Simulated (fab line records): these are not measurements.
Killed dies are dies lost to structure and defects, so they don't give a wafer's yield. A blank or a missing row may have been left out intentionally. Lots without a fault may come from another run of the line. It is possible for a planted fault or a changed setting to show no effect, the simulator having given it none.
fab line records | flow sky130
record lots=24 wafers=72 last-day=50
route steps=708 shown METAL2@503 VIA2@520 VIA3@597 CAP2M@607 VIA4@657 METAL5@665
lots that met no fault: taken from a fault-free run of the same line
start-h: hours from the record's first day to the start of the lot's first wafer shown | wait-h: hours elapsed since this lot's preceding step | " identical to the entry in the row above | L1.1+2: one row covering several wafers at once | - no value, or no start given | * or withheld: withheld | < > ~ a bound
route shown NAME@n: a module of which the file shows steps, and the number in the route of the first | usual: the fault-free wafers' mean and standard deviation | same: alike in all rows | chamber/n: place in a boat | sites: each site's reading | _std_site: standard deviation across them | _edge_site: inner sites' mean taken away from outer sites' mean | radius-mm: how far each site lies from the wafer's centre | mask NAME#n: copy n | behind: the last tool/chamber to shape the wafer | hold: reason for holding the lot/hours on hold/outcome of the hold | device: whichever transistor did not switch (one of n, p or np) | end of line: the same wafers' tests at the end of the route | a step with no rows: only its recipe | killed: count of dies lost to structure and defects at first sort (not the wafer's yield) | map: a wafer's dies, x killed, . not, _ none there
set.NAME: the setting the step ran with; set.NAME@STEP: the setting that earlier step ran with | model.NAME: the simulator's own value behind a step, which no gauge read
a sample of lots followed through the steps of the route, with each step as a table and each wafer as a row
services: from which hour (start-h, from the record's first day; less than 0 if before it) a tool's chamber was out of use, for how many hours, and why
## steps
# step SKY_METAL2_STRIP_20
# recipe chemistry=O2/N2 power-w=1400 pressure-mtorr=1500 platen-temp-c=withheld o2-flow-sccm=3000 n2-flow-sccm=300 overash-fraction=0.5
# usual drypump-motor-current-A=5.9/0.63 oes-product-au=0.343/0.0047 strip-time-to-endpoint-s=2.72/0.038
# columns lot.wafer tool chamber start-h wait-h drypump-motor-current-A oes-product-au rf-hours-counter-h strip-time-to-endpoint-s
L074.1 plasma-asher-01 1 822.56 0.1 6.4 0.353 37 2.77
L074.3 " 0 " " 5.0 0.337 - 2.78
L074.5 " 1 " " 6.4 0.340 - 2.75
L075.1 plasma-asher-03 0 825.59 0.1 6.5 0.335 8 2.71
L075.2 " 1 " " 6.3 0.345 8 2.68
L075.5 " 1 " " 6.3 0.344 - 2.67
L077.4 plasma-asher-03 0 840.49 0.1 6.6 0.340 - 2.69
L077.5 " 1 " " 6.3 0.337 - 2.66
L077.6 " 0 " " 6.6 0.354 - 2.74
L076.2 plasma-asher-04 0 842.06 0.1 5.5 0.335 73 2.74
L076.4 " 0 " " 5.5 0.353 - 2.74
L076.6 " 0 " " 5.5 0.351 - 2.74
L078.2 plasma-asher-03 0 844.81 0.1 6.6 0.344 10 2.76
L078.3 " 0 " " 6.5 0.344 - 2.74
L078.6 " 1 " " 6.3 0.345 - 2.70
L079.1 plasma-asher-04 0 856.76 0.1 5.5 0.350 74 2.80
L079.2 " 1 " " 5.4 0.353 74 2.76
L079.6 " 0 " " 5.5 0.349 - 2.78
L080.1 plasma-asher-01 1 888.81 0.1 6.5 0.349 40 2.69
L080.5 " 1 " " 6.4 0.349 - 2.75
L080.6 " 0 " " 5.0 0.341 - 2.71
L082.4 plasma-asher-01 1 889.95 0.1 6.5 0.341 - 2.77
L082.5 " 1 " " 6.5 0.347 - 2.77
L082.6 " 0 " " 5.0 0.340 - 2.73
L081.1 plasma-asher-04 1 890.96 0.1 5.4 0.340 78 2.72
L081.5 " 0 " " 5.5 0.342 - 2.72
L081.6 " 1 " " 5.4 0.339 - 2.74
L083.1 plasma-asher-01 1 893.06 0.1 6.5 0.342 41 2.67
L083.2 " 0 " " 5.0 0.341 41 2.67
L083.3 " 0 " " 5.0 0.335 - 2.66
L084.3 plasma-asher-03 1 896.50 0.1 6.3 0.341 - 2.63
L084.4 " 0 " " 6.6 0.335 - 2.65
L084.6 " 1 " " 6.3 0.338 - 2.67
L085.3 plasma-asher-01 0 898.89 0.1 4.9 0.346 - 2.71
L085.5 " 1 " " 6.4 0.344 - 2.78
L085.6 " 0 " " 4.9 0.339 - 2.70
L086.2 plasma-asher-04 0 909.96 0.1 5.5 0.348 80 2.70
L086.5 " 1 " " 5.4 0.342 - 2.66
L086.6 " 0 " " 5.5 0.346 - 2.69
L087.2 plasma-asher-03 0 918.66 0.1 6.5 0.345 18 2.74
L087.4 " 0 " " 6.6 0.348 - 2.70
L087.6 " 0 " " 6.6 0.339 - 2.71
L088.2 plasma-asher-04 0 925.31 0.1 5.5 0.349 82 2.74
L088.4 " 1 " " 5.4 0.342 - 2.76
L088.5 " 0 " " 5.5 0.347 - 2.74
L089.1 plasma-asher-01 0 927.21 0.1 5.0 0.346 45 2.76
L089.3 " 0 " " 4.9 0.337 - 2.76
L089.5 " 1 " " 6.5 0.345 - 2.77
L090.2 plasma-asher-04 0 934.61 0.1 5.5 0.336 83 2.67
L090.5 " 1 " " 5.4 0.346 - 2.67
L090.6 " 0 " " 5.5 0.341 - 2.68
L091.3 plasma-asher-03 1 940.64 0.1 6.3 0.346 - 2.72
L091.4 " 0 " " 6.6 0.342 - 2.76
L091.6 " 1 " " 6.3 0.350 - 2.76
L092.1 plasma-asher-03 0 953.81 0.1 6.6 0.345 22 2.68
L092.2 " 1 " " 6.3 0.343 22 2.70
L092.4 " 0 " " 6.6 0.343 - 2.73
L093.2 plasma-asher-01 1 957.36 0.1 6.5 0.341 48 2.72
L093.3 " 0 " " 5.0 0.343 - 2.73
L093.4 " 1 " " 6.5 0.338 - 2.69
L094.2 plasma-asher-03 0 960.81 0.1 6.6 0.337 23 2.68
L094.3 " 0 " " 6.6 0.340 - 2.67
L094.5 " 1 " " 6.3 0.341 - 2.68
L095.1 plasma-asher-01 0 969.61 0.1 5.0 0.341 49 2.75
L095.2 " 1 " " 6.4 0.343 49 2.67
L095.6 " 0 " " 5.0 0.343 - 2.70
L096.2 plasma-asher-03 1 975.51 0.1 6.3 0.355 24 2.72
L096.5 " 1 " " 6.3 0.343 - 2.72
L096.6 " 0 " " 6.6 0.343 - 2.69
L097.1 plasma-asher-01 1 980.56 0.1 6.4 0.348 50 2.69
L097.4 " 0 " " 5.0 0.345 - 2.71
L097.5 " 0 " " 5.0 0.344 - 2.70
# step SKY_VIA2_OVL_MEAS_13
# usual VIA2_OVL=0/6.6
# columns lot.wafer tool chamber start-h wait-h VIA2_OVL[nm]
L074.1 overlay-02 - 848.89 0.1 -4
L074.3 " - " " 2
L074.5 " - " " 2
L075.1 overlay-01 - 853.03 0.1 5
L075.2 " - " " 0
L075.5 " - " " 7
L077.4 overlay-01 - 867.17 0.1 -8
L077.5 " - " " -1
L077.6 " - " " -5
L076.2 overlay-01 - 869.23 0.1 -11
L076.4 " - " " -12
L076.6 " - " " -13
L078.2 overlay-01 - 872.05 0.1 -6
L078.3 " - " " -6
L078.6 " - " " -16
L079.1 overlay-02 - 883.58 0.1 10
L079.2 " - " " -1
L079.6 " - " " 6
L080.1 overlay-01 - 914.73 0.1 -11
L080.5 " - " " -2
L080.6 " - " " -9
L082.4 overlay-01 - 916.61 0.1 -4
L082.5 " - " " -1
L082.6 " - " " -2
L081.1 overlay-01 - 917.40 0.1 16
L081.5 " - " " 11
L081.6 " - " " 13
L083.1 overlay-01 - 919.68 0.1 -9
L083.2 " - " " 3
L083.3 " - " " -9
L084.3 overlay-01 - 923.40 0.1 -8
L084.4 " - " " -9
L084.6 " - " " -8
L085.3 overlay-02 - 925.45 0.1 7
L085.5 " - " " 2
L085.6 " - " " -1
L086.2 overlay-01 - 935.84 0.1 -7
L086.5 " - " " -10
L086.6 " - " " -6
L087.2 overlay-02 - 944.04 0.1 11
L087.4 " - " " 6
L087.6 " - " " 1
L088.2 overlay-01 - 951.50 0.1 0
L088.4 " - " " 4
L088.5 " - " " -2
L089.1 overlay-02 - 952.74 0.1 -6
L089.3 " - " " 7
L089.5 " - " " 3
L090.2 overlay-02 - 959.55 0.1 6
L090.5 " - " " 3
L090.6 " - " " 4
L091.3 overlay-02 - 965.85 0.1 0
L091.4 " - " " 1
L091.6 " - " " -6
L092.1 overlay-01 - 978.44 0.1 4
L092.2 " - " " -3
L092.4 " - " " -6
L093.2 overlay-02 - 982.69 0.1 -5
L093.3 " - " " 1
L093.4 " - " " -4
L094.2 overlay-02 - 986.35 0.1 4
L094.3 " - " " 6
L094.5 " - " " 4
L095.1 overlay-01 - 994.59 0.1 2
L095.2 " - " " 13
L095.6 " - " " 17
L096.2 overlay-02 - 999.70 0.1 4
L096.5 " - " " 3
L096.6 " - " " 5
L097.1 overlay-01 - 1005.14 0.1 8
L097.4 " - " " 6
L097.5 " - " " 12
# step SKY_VIA3_CMP_24
# recipe stop-on=SiO2 t-overpolish-s=20 down-force-psi=3.5 platen-rpm=60 target-thk-nm=0 pad-velocity-m-s=0.94248
# usual motor-current-A=11.3/1.6 overpolish-run-s=20.000/0.0089 retaining-ring-pressure-frac=1.000/0.0053 time-to-endpoint-s=94/5.5
# columns lot.wafer tool chamber start-h wait-h motor-current-A overpolish-run-s retaining-ring-pressure-frac time-to-endpoint-s
L074.3 cmp-02 2 929.53 0.0 10.0 20.012 1.001 98
L074.1 " 3 " " 10.0 19.986 0.998 103
L074.5 " 2 " " 10.4 19.996 1.011 96
L075.1 cmp-02 0 934.24 0.1 15.1 19.988 1.009 93
L075.2 " 2 " " 10.0 19.995 1.004 99
L075.5 " 0 " " 15.1 20.004 1.014 98
L077.4 cmp-02 2 947.30 0.2 9.9 20.007 0.993 97
L077.5 " 3 " " 9.9 19.999 1.004 96
L077.6 " 0 " " 14.2 20.016 1.007 95
L076.2 cmp-01 3 948.80 0.0 10.3 20.010 1.000 100
L076.4 " 0 " " 11.1 19.993 1.004 92
L076.6 " 0 " " 11.0 19.994 1.004 88
L078.2 cmp-01 0 951.70 0.1 11.2 20.009 1.003 93
L078.3 " 2 " " 10.4 19.997 0.997 101
L078.6 " 3 " " 11.0 19.995 0.999 100
L079.2 cmp-01 1 963.69 0.0 11.7 20.015 1.001 90
L079.1 " 0 " " 11.7 20.004 1.001 85
L079.6 " 2 " " 10.5 20.004 0.999 95
L082.4 cmp-02 1 993.28 0.0 10.5 20.001 0.998 99
L082.6 " 1 " " 10.7 19.995 0.996 102
L082.5 " 2 " " 10.2 19.986 1.000 99
L080.1 cmp-01 0 993.48 0.1 11.9 19.998 0.999 88
L080.5 " 3 " " 10.5 19.992 1.005 92
L080.6 " 0 " " 11.6 19.992 0.992 90
L081.1 cmp-02 0 995.14 0.1 14.8 20.009 1.000 93
L081.5 " 2 " " 10.2 20.005 0.999 95
L081.6 " 3 " " 9.9 20.008 1.005 96
L083.3 cmp-02 0 997.59 0.0 14.5 19.991 1.003 92
L083.2 " 1 " " 10.9 20.008 0.996 104
L083.1 " 3 " " 10.0 20.013 1.000 96
L084.4 cmp-02 3 1000.09 0.0 9.7 19.995 0.984 99
L084.3 " 0 " " 14.8 19.997 1.000 92
L084.6 " 3 " " 9.2 19.999 0.998 99
L085.3 cmp-02 0 1003.49 0.1 15.2 20.011 1.004 92
L085.6 " 3 " " 10.1 20.000 0.992 92
L085.5 " 0 " " 14.8 19.999 1.003 88
L086.2 cmp-01 3 1012.48 0.1 10.5 20.008 0.997 97
L086.6 " 2 " " 10.1 20.014 0.992 99
L086.5 " 3 " " 10.7 20.004 1.006 95
L087.4 cmp-01 0 1021.64 0.1 11.9 19.996 1.003 85
L087.2 " 2 " " 10.9 19.991 1.009 93
L087.6 " 3 " " 10.4 19.995 1.008 98
L088.4 cmp-01 2 1026.51 0.1 10.2 19.995 1.006 91
L088.2 " 3 " " 11.0 20.004 0.998 90
L088.5 " 0 " " 11.4 20.008 1.004 81
L089.3 cmp-01 1 1027.31 0.1 11.4 20.010 1.004 87
L089.1 " 2 " " 10.4 20.003 1.000 95
L089.5 " 1 " " 11.7 20.000 1.008 90
L090.2 cmp-01 2 1034.14 0.1 10.1 20.019 1.005 92
L090.6 " 1 " " 12.1 20.003 0.991 86
L090.5 " 2 " " 10.2 19.998 1.000 94
L091.4 cmp-01 0 1039.75 0.1 11.5 19.993 1.008 87
L091.3 " 1 " " 10.9 20.001 1.005 89
L091.6 " 2 " " 10.1 19.994 1.004 93
L092.2 cmp-01 1 1051.65 0.1 11.3 20.004 1.001 89
L092.1 " 3 " " 10.4 20.002 1.003 97
L092.4 " 0 " " 11.4 19.984 1.005 87
L093.3 cmp-01 1 1055.53 0.0 11.3 20.004 1.007 88
L093.4 " 2 " " 9.8 20.005 0.996 92
L093.2 " 0 " " 11.5 19.996 1.001 86
L094.2 cmp-01 1 1059.80 0.1 11.0 19.995 0.992 87
L094.3 " 2 " " 10.1 19.983 0.998 92
L094.5 " 2 " " 10.2 19.987 1.000 91
L095.1 cmp-02 3 1067.76 0.1 9.8 20.002 1.002 100
L095.2 " 2 " " 9.6 19.998 0.996 101
L095.6 " 3 " " 9.8 19.987 0.998 99
L096.2 cmp-02 2 1073.36 0.3 10.3 19.996 0.999 100
L096.6 " 3 " " 10.2 19.988 0.995 103
L096.5 " 0 " " 14.2 19.996 0.997 97
L097.4 cmp-02 1 1077.00 0.1 11.7 20.001 0.998 102
L097.1 " 2 " " 10.6 19.989 0.998 97
L097.5 " 0 " " 14.7 19.995 0.994 96
# step SKY_CAP2M_THK_MEAS_04
# recipe thk-meas-gauge=xrf reads=TiN_of_CAP2M_SPUTTER_02
# usual CAP2M_TIN_THK=199.4/2.7
# columns lot.wafer tool chamber start-h wait-h CAP2M_TIN_THK[nm]
L074.1 film-metro-04 - 930.34 0.1 197.7
L074.3 " - " " 194.9
L074.5 " - " " 196.2
L075.1 film-metro-04 - 935.00 0.1 198.0
L075.2 " - " " 197.7
L075.5 " - " " 200.6
L077.4 film-metro-03 - 947.94 0.1 197.5
L077.5 " - " " 196.4
L077.6 " - " " 197.3
L076.2 film-metro-03 - 949.57 0.1 200.2
L076.4 " - " " 196.7
L076.6 " - " " 196.0
L078.2 film-metro-04 - 952.43 0.1 196.2
L078.3 " - " " 192.2
L078.6 " - " " 195.2
L079.1 film-metro-01 - 964.45 0.1 202.6
L079.2 " - " " 203.0
L079.6 " - " " 204.4
L082.4 film-metro-03 - 994.08 0.1 201.5
L082.5 " - " " 197.6
L082.6 " - " " 197.2
L080.1 film-metro-01 - 994.20 0.1 202.4
L080.5 " - " " 202.0
L080.6 " - " " 201.9
L081.1 film-metro-03 - 995.85 0.1 202.4
L081.5 " - " " 203.4
L081.6 " - " " 205.0
L083.1 film-metro-03 - 998.35 0.1 196.6
L083.2 " - " " 195.8
L083.3 " - " " 201.3
L084.3 film-metro-03 - 1000.87 0.1 200.6
L084.4 " - " " 197.8
L084.6 " - " " 200.7
L085.3 film-metro-01 - 1004.22 0.1 197.3
L085.5 " - " " 198.7
L085.6 " - " " 197.4
L086.2 film-metro-03 - 1013.20 0.1 199.3
L086.5 " - " " 199.2
L086.6 " - " " 199.2
L087.2 film-metro-01 - 1022.36 0.1 202.5
L087.4 " - " " 201.2
L087.6 " - " " 201.9
L088.2 film-metro-01 - 1027.39 0.1 198.1
L088.4 " - " " 195.9
L088.5 " - " " 197.1
L089.1 film-metro-01 - 1028.44 0.1 199.2
L089.3 " - " " 195.0
L089.5 " - " " 198.5
L090.2 film-metro-01 - 1034.86 0.1 201.7
L090.5 " - " " 197.9
L090.6 " - " " 199.7
L091.3 film-metro-04 - 1040.45 0.1 200.1
L091.4 " - " " 201.5
L091.6 " - " " 199.3
L092.1 film-metro-04 - 1052.42 0.1 198.5
L092.2 " - " " 201.5
L092.4 " - " " 202.5
L093.2 film-metro-04 - 1056.31 0.1 197.3
L093.3 " - " " 200.2
L093.4 " - " " 200.8
L094.2 film-metro-04 - 1060.58 0.1 193.6
L094.3 " - " " 197.5
L094.5 " - " " 195.5
L095.1 film-metro-04 - 1068.52 0.1 198.9
L095.2 " - " " 197.8
L095.6 " - " " 197.4
L096.2 film-metro-01 - 1074.06 0.1 203.6
L096.5 " - " " 203.6
L096.6 " - " " 201.8
L097.1 film-metro-04 - 1077.71 0.1 200.4
L097.4 " - " " 201.3
L097.5 " - " " 200.1
# step SKY_VIA4_CVD_18
# recipe material=W target-thk-nm=505 time-s=152.14 temp-c=400 pressure-torr=40
# usual heater-power-w=836/47
# same time-s=152.14
# columns lot.wafer tool chamber start-h wait-h heater-power-w
L074.1 cvd-w-01 1 1004.49 0.0 788
L074.3 " 0 " " 795
L074.5 " 1 " " 803
L075.1 cvd-w-02 0 1009.97 0.0 902
L075.2 " 1 " " 813
L075.5 " 1 " " 805
L077.4 cvd-w-02 0 1021.49 0.1 921
L077.5 " 1 " " 810
L077.6 " 1 " " 818
L076.2 cvd-w-02 1 1022.49 0.1 825
L076.4 " 1 " " 797
L076.6 " 1 " " 827
L078.2 cvd-w-01 1 1025.34 0.0 779
L078.3 " 0 " " 798
L078.6 " 1 " " 818
L079.1 cvd-w-02 0 1037.29 0.0 906
L079.2 " 1 " " 799
L079.6 " 0 " " 896
L082.4 cvd-w-01 0 1064.93 0.1 803
L082.5 " 0 " " 789
L082.6 " 1 " " 791
L080.1 cvd-w-01 0 1065.54 0.0 768
L080.5 " 1 " " 808
L080.6 " 0 " " 803
L081.1 cvd-w-01 0 1066.54 0.0 797
L081.5 " 0 " " 801
L081.6 " 1 " " 809
L083.1 cvd-w-02 1 1069.43 0.0 819
L083.2 " 0 " " 872
L083.3 " 1 " " 812
L084.3 cvd-w-02 0 1070.80 0.1 891
L084.4 " 1 " " 818
L084.6 " 0 " " 907
L085.3 cvd-w-01 0 1073.09 0.1 786
L085.5 " 1 " " 798
L085.6 " 0 " " 794
L086.2 cvd-w-02 0 1082.14 0.0 878
L086.5 " 0 " " 931
L086.6 " 1 " " 812
L087.2 cvd-w-02 1 1090.63 0.0 812
L087.4 " 1 " " 822
L087.6 " 0 " " 906
L088.2 cvd-w-02 0 1094.70 0.0 914
L088.4 " 1 " " 804
L088.5 " 0 " " 902
L089.1 cvd-w-02 0 1096.24 0.0 913
L089.3 " 0 " " 905
L089.5 " 1 " " 808
L090.2 cvd-w-02 1 1101.07 0.0 816
L090.5 " 0 " " 887
L090.6 " 1 " " 819
L091.3 cvd-w-02 1 1104.78 0.1 795
L091.4 " 0 " " 900
L091.6 " 0 " " 924
L092.1 cvd-w-01 0 1116.80 0.0 797
L092.2 " 1 " " 815
L092.4 " 1 " " 809
L093.2 cvd-w-02 1 1120.36 0.0 809
L093.3 " 1 " " 782
L093.4 " 0 " " 922
L094.2 cvd-w-02 0 1123.60 0.0 900
L094.3 " 1 " " 824
L094.5 " 1 " " 808
L095.1 cvd-w-02 1 1132.28 0.0 823
L095.2 " 0 " " 902
L095.6 " 1 " " 808
L096.2 cvd-w-01 1 1136.69 0.0 797
L096.5 " 1 " " 813
L096.6 " 0 " " 813
L097.1 cvd-w-02 1 1140.93 0.0 808
L097.4 " 0 " " 907
L097.5 " 1 " " 815
# step SKY_METAL5_SPUTTER_04
# recipe material=TiN target-thk-nm=70 power-w=6500 time-s=58.3 chamber-pressure-pa=0.4
# usual cathode-dc-power-W=6499.9/1.2 throttle-valve-pct=30.1/1.1
# same time-s=58.3
# columns lot.wafer tool chamber start-h wait-h cathode-dc-power-W throttle-valve-pct
L074.1 pvd-sputter-04 - 1005.23 0.0 6500.3 29.7
L074.3 " - " " 6501.7 30.5
L074.5 " - " " 6501.0 31.4
L075.1 pvd-sputter-01 - 1010.72 0.0 6500.5 28.5
L075.2 " - " " 6500.7 29.5
L075.5 " - " " 6498.8 31.0
L077.4 pvd-sputter-01 - 1022.24 0.0 6501.8 31.1
L077.5 " - " " 6501.7 29.0
L077.6 " - " " 6498.3 30.7
L076.2 pvd-sputter-03 - 1023.34 0.0 6499.2 27.5
L076.4 " - " " 6500.2 31.4
L076.6 " - " " 6498.2 30.4
L078.2 pvd-sputter-04 - 1026.09 0.0 6500.3 31.5
L078.3 " - " " 6499.3 29.1
L078.6 " - " " 6499.0 28.6
L079.1 pvd-sputter-01 - 1038.03 0.0 6501.0 29.7
L079.2 " - " " 6496.0 30.7
L079.6 " - " " 6499.6 31.1
L082.4 pvd-sputter-04 - 1065.63 0.0 6500.2 29.5
L082.5 " - " " 6499.5 31.5
L082.6 " - " " 6501.5 28.9
L080.1 pvd-sputter-01 - 1066.28 0.0 6498.8 28.7
L080.5 " - " " 6500.2 28.7
L080.6 " - " " 6502.8 31.3
L081.1 pvd-sputter-01 - 1067.28 0.0 6501.1 31.0
L081.5 " - " " 6499.2 31.1
L081.6 " - " " 6501.6 30.0
L083.1 pvd-sputter-01 - 1070.18 0.0 6501.1 30.7
L083.2 " - " " 6500.5 29.8
L083.3 " - " " 6499.1 31.0
L084.3 pvd-sputter-01 - 1072.01 0.0 6498.5 29.5
L084.4 " - " " 6499.2 29.0
L084.6 " - " " 6497.8 30.7
L085.3 pvd-sputter-01 - 1073.79 0.0 6498.9 28.7
L085.5 " - " " 6498.7 29.7
L085.6 " - " " 6498.6 31.1
L086.2 pvd-sputter-04 - 1082.89 0.0 6500.0 28.8
L086.5 " - " " 6501.8 31.3
L086.6 " - " " 6499.6 30.7
L087.2 pvd-sputter-03 - 1091.37 0.0 6499.4 30.8
L087.4 " - " " 6499.5 27.7
L087.6 " - " " 6502.3 30.3
L088.2 pvd-sputter-01 - 1095.84 0.0 6499.3 29.5
L088.4 " - " " 6498.4 31.0
L088.5 " - " " 6496.4 28.7
L089.1 pvd-sputter-01 - 1096.99 0.0 6501.5 30.9
L089.3 " - " " 6501.0 31.3
L089.5 " - " " 6498.1 31.2
L090.2 pvd-sputter-01 - 1101.82 0.0 6499.6 31.1
L090.5 " - " " 6500.0 29.1
L090.6 " - " " 6500.1 29.5
L091.3 pvd-sputter-01 - 1105.47 0.0 6499.9 29.5
L091.4 " - " " 6501.9 28.9
L091.6 " - " " 6501.0 31.1
L092.1 pvd-sputter-03 - 1117.55 0.0 6499.8 30.6
L092.2 " - " " 6498.8 30.5
L092.4 " - " " 6500.1 27.7
L093.2 pvd-sputter-04 - 1121.13 0.0 6500.2 29.6
L093.3 " - " " 6500.6 31.7
L093.4 " - " " 6499.4 30.5
L094.2 pvd-sputter-03 - 1124.34 0.0 6501.3 30.6
L094.3 " - " " 6499.6 31.4
L094.5 " - " " 6499.8 31.5
L095.1 pvd-sputter-03 - 1133.03 0.0 6500.4 30.0
L095.2 " - " " 6499.4 27.7
L095.6 " - " " 6499.5 30.9
L096.2 pvd-sputter-03 - 1137.69 0.0 6500.5 30.2
L096.5 " - " " 6498.8 27.4
L096.6 " - " " 6499.1 30.1
L097.1 pvd-sputter-04 - 1141.70 0.0 6499.9 30.6
L097.4 " - " " 6499.1 29.8
L097.5 " - " " 6501.2 29.6
## services
# columns tool chamber start-h hours kind
cmp-02 - 801.90 0.3 repair
cmp-01 - 839.18 0.9 repair
plasma-asher-01 - 849.71 28.1 pm
cvd-w-02 1 849.80 3.3 repair
cmp-01 - 850.44 7.2 pm
cmp-02 - 869.08 0.5 repair
pvd-sputter-01 - 878.99 1.3 repair
cmp-02 - 885.63 1.4 repair
pvd-sputter-01 - 908.66 1.5 repair
cmp-02 - 912.22 4.0 pm
cmp-02 - 919.57 0.5 repair
cvd-w-02 - 923.32 2.8 pm
cmp-02 - 942.08 4.7 pm
plasma-asher-03 - 961.75 1.2 repair
cmp-01 - 972.65 0.3 repair
cmp-01 - 979.39 1.0 repair
cmp-01 - 983.17 1.5 repair
cmp-02 - 1014.10 1.8 repair
cmp-02 - 1047.34 5.1 pm
cmp-02 - 1082.84 0.9 repair
cmp-01 - 1084.06 4.0 pm
pvd-sputter-01 - 1087.77 1.4 repair
cmp-01 - 1117.62 0.9 repair
cmp-01 - 1132.54 7.4 pm
## key
fault none
